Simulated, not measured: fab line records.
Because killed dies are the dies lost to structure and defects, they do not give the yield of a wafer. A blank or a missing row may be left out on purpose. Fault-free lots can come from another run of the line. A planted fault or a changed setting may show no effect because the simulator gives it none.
Split-lot trial || flow sfq line || 5 lots, 23 wafers read, on a route of 325 steps

ABOUT THE SPLIT
At SFQ_TRILAYER_M1_LITHO_PEB_042 (peb time 60 s), the setting peb temp c was moved away from the recipe's 115 C on 5 of the 23 wafers read, by -2.2% to -1.0%. The other wafers ran this setting at the recipe's value.

FROM THE SPLIT TO THE READING: what the file shows between them, 1 step
- SFQ_TRILAYER_M1_LITHO_DEVELOP_041: time 60 s

THE READING
M1.cd nm (the simulator's own value, which no gauge read), in nm, at SFQ_TRILAYER_M1_BARC_OPEN_METAL_ETCH_054 (etches BARC in O2, target depth 125 nm, time 41.7 s). No usual value for it is given in the file. Across the 18 wafers here that went through the recipe, the average is 500.8 nm and the standard deviation 1 nm.

{"wafer": "L074.1", "tool, chamber at the split": "litho track-03, 0", "peb temp c as run, C": 115, "against the recipe": "recipe", "M1.cd nm, nm": 501.6, "against lot-mates on the recipe": "-"}
{"wafer": "L074.2", "tool, chamber at the split": "litho track-03, 0", "peb temp c as run, C": 112.5, "against the recipe": "-2.2%", "M1.cd nm, nm": 551.3, "against lot-mates on the recipe": "+50.2"}
{"wafer": "L074.4", "tool, chamber at the split": "litho track-03, 0", "peb temp c as run, C": 115, "against the recipe": "recipe", "M1.cd nm, nm": 500.7, "against lot-mates on the recipe": "-"}
{"wafer": "L074.5", "tool, chamber at the split": "litho track-03, 0", "peb temp c as run, C": 115, "against the recipe": "recipe", "M1.cd nm, nm": 500.9, "against lot-mates on the recipe": "-"}
{"wafer": "L074.6", "tool, chamber at the split": "litho track-03, 0", "peb temp c as run, C": 112.5, "against the recipe": "-2.2%", "M1.cd nm, nm": 550.8, "against lot-mates on the recipe": "+49.7"}
{"wafer": "L078.1", "tool, chamber at the split": "litho track-04, 0", "peb temp c as run, C": 115, "against the recipe": "recipe", "M1.cd nm, nm": 498.5, "against lot-mates on the recipe": "-"}
{"wafer": "L078.3", "tool, chamber at the split": "litho track-04, 0", "peb temp c as run, C": 115, "against the recipe": "recipe", "M1.cd nm, nm": 499.6, "against lot-mates on the recipe": "-"}
{"wafer": "L078.4", "tool, chamber at the split": "litho track-04, 0", "peb temp c as run, C": 115, "against the recipe": "recipe", "M1.cd nm, nm": 499, "against lot-mates on the recipe": "-"}
{"wafer": "L081.1", "tool, chamber at the split": "litho track-02, 0", "peb temp c as run, C": 115, "against the recipe": "recipe", "M1.cd nm, nm": 502.5, "against lot-mates on the recipe": "-"}
{"wafer": "L081.2", "tool, chamber at the split": "litho track-02, 0", "peb temp c as run, C": 115, "against the recipe": "recipe", "M1.cd nm, nm": 501.8, "against lot-mates on the recipe": "-"}
{"wafer": "L081.3", "tool, chamber at the split": "litho track-02, 0", "peb temp c as run, C": 115, "against the recipe": "recipe", "M1.cd nm, nm": 501.3, "against lot-mates on the recipe": "-"}
{"wafer": "L081.4", "tool, chamber at the split": "litho track-02, 0", "peb temp c as run, C": 115, "against the recipe": "recipe", "M1.cd nm, nm": 501.7, "against lot-mates on the recipe": "-"}
{"wafer": "L081.5", "tool, chamber at the split": "litho track-02, 0", "peb temp c as run, C": 115, "against the recipe": "recipe", "M1.cd nm, nm": 502.6, "against lot-mates on the recipe": "-"}
{"wafer": "L082.1", "tool, chamber at the split": "litho track-03, 0", "peb temp c as run, C": 113.9, "against the recipe": "-1.0%", "M1.cd nm, nm": 520.7, "against lot-mates on the recipe": "+20.4"}
{"wafer": "L082.2", "tool, chamber at the split": "litho track-03, 0", "peb temp c as run, C": 113.9, "against the recipe": "-1.0%", "M1.cd nm, nm": 522.2, "against lot-mates on the recipe": "+21.9"}
{"wafer": "L082.3", "tool, chamber at the split": "litho track-03, 0", "peb temp c as run, C": 115, "against the recipe": "recipe", "M1.cd nm, nm": 500.5, "against lot-mates on the recipe": "-"}
{"wafer": "L082.4", "tool, chamber at the split": "litho track-03, 0", "peb temp c as run, C": 115, "against the recipe": "recipe", "M1.cd nm, nm": 500.1, "against lot-mates on the recipe": "-"}
{"wafer": "L082.6", "tool, chamber at the split": "litho track-03, 0", "peb temp c as run, C": 113.9, "against the recipe": "-1.0%", "M1.cd nm, nm": 520.2, "against lot-mates on the recipe": "+19.9"}
{"wafer": "L083.1", "tool, chamber at the split": "litho track-03, 0", "peb temp c as run, C": 115, "against the recipe": "recipe", "M1.cd nm, nm": 500.7, "against lot-mates on the recipe": "-"}
{"wafer": "L083.3", "tool, chamber at the split": "litho track-03, 0", "peb temp c as run, C": 115, "against the recipe": "recipe", "M1.cd nm, nm": 500.6, "against lot-mates on the recipe": "-"}
{"wafer": "L083.4", "tool, chamber at the split": "litho track-03, 0", "peb temp c as run, C": 115, "against the recipe": "recipe", "M1.cd nm, nm": 500.8, "against lot-mates on the recipe": "-"}
{"wafer": "L083.5", "tool, chamber at the split": "litho track-03, 0", "peb temp c as run, C": 115, "against the recipe": "recipe", "M1.cd nm, nm": 501.2, "against lot-mates on the recipe": "-"}
{"wafer": "L083.6", "tool, chamber at the split": "litho track-03, 0", "peb temp c as run, C": 115, "against the recipe": "recipe", "M1.cd nm, nm": 500.5, "against lot-mates on the recipe": "-"}

THE FIT
A straight line over all 23 wafers: M1.cd nm changes by -22.7 nm for each +1% of peb temp c; r = -1.00; the points scatter about the line by 1.2 nm.
The same after taking each lot's own level away (the mean of its wafers on the recipe; 23 wafers): -22.7 nm for each +1%; r = -1.00; scatter 0.64 nm.
According to that fit, moving peb temp c by its largest amount changes the reading by 49 nm.
The span of the lots' own levels, 499.03 to 501.98 nm, comes to 2.8 times the standard deviation stated above.
So the lot-to-lot level changes the slope little: the two slopes agree.
Check: for one of the wafers moved furthest among these (-2.2%), held out of the fit, the line's prediction against its lot-mates is +48.8 nm. It came out at +50.2 nm against them.

OTHER SPLITS APPLIED TO THESE WAFERS
Before the reading, these wafers also passed through other splits. Each is held against what the fit with the lots' levels taken away leaves over:
{"other split on the same wafers": "SFQ_TRILAYER_INCOMING_OXIDATION_002 temp c", "wafers away from the commonest value": 18, "r with M1.cd nm (lot level and that fit taken away)": "+0.18"}
{"other split on the same wafers": "SFQ_TRILAYER_L0_LITHO_PEB_008 peb time s", "wafers away from the commonest value": 5, "r with M1.cd nm (lot level and that fit taken away)": "+0.29"}
{"other split on the same wafers": "SFQ_TRILAYER_L0_VIA_LITHO_PEB_016 peb time s", "wafers away from the commonest value": 11, "r with M1.cd nm (lot level and that fit taken away)": -0.32}
{"other split on the same wafers": "SFQ_TRILAYER_L0_VIA_BARC_OPEN_VIA_ETCH_021 source w", "wafers away from the commonest value": 9, "r with M1.cd nm (lot level and that fit taken away)": -0.18}
{"other split on the same wafers": "SFQ_TRILAYER_M0_LITHO_COAT_021 spin rpm", "wafers away from the commonest value": 9, "r with M1.cd nm (lot level and that fit taken away)": "+0.09"}
{"other split on the same wafers": "SFQ_TRILAYER_M0_LITHO_PEB_024 peb time s", "wafers away from the commonest value": 10, "r with M1.cd nm (lot level and that fit taken away)": -0.22}
{"other split on the same wafers": "SFQ_TRILAYER_I0_VIA_LITHO_PEB_034 peb time s", "wafers away from the commonest value": 7, "r with M1.cd nm (lot level and that fit taken away)": -0.14}
{"other split on the same wafers": "SFQ_TRILAYER_I0_VIA_ETCH_VIA_ETCH_034 bias w", "wafers away from the commonest value": 3, "r with M1.cd nm (lot level and that fit taken away)": -0.19}
{"other split on the same wafers": "SFQ_TRILAYER_M1_DEP_SPUTTER_037 time s", "wafers away from the commonest value": 11, "r with M1.cd nm (lot level and that fit taken away)": "+0.41"}

FILE'S OWN FIT
M1.cd nm changes by -22.8 nm for each +1% of peb temp c, r = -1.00.
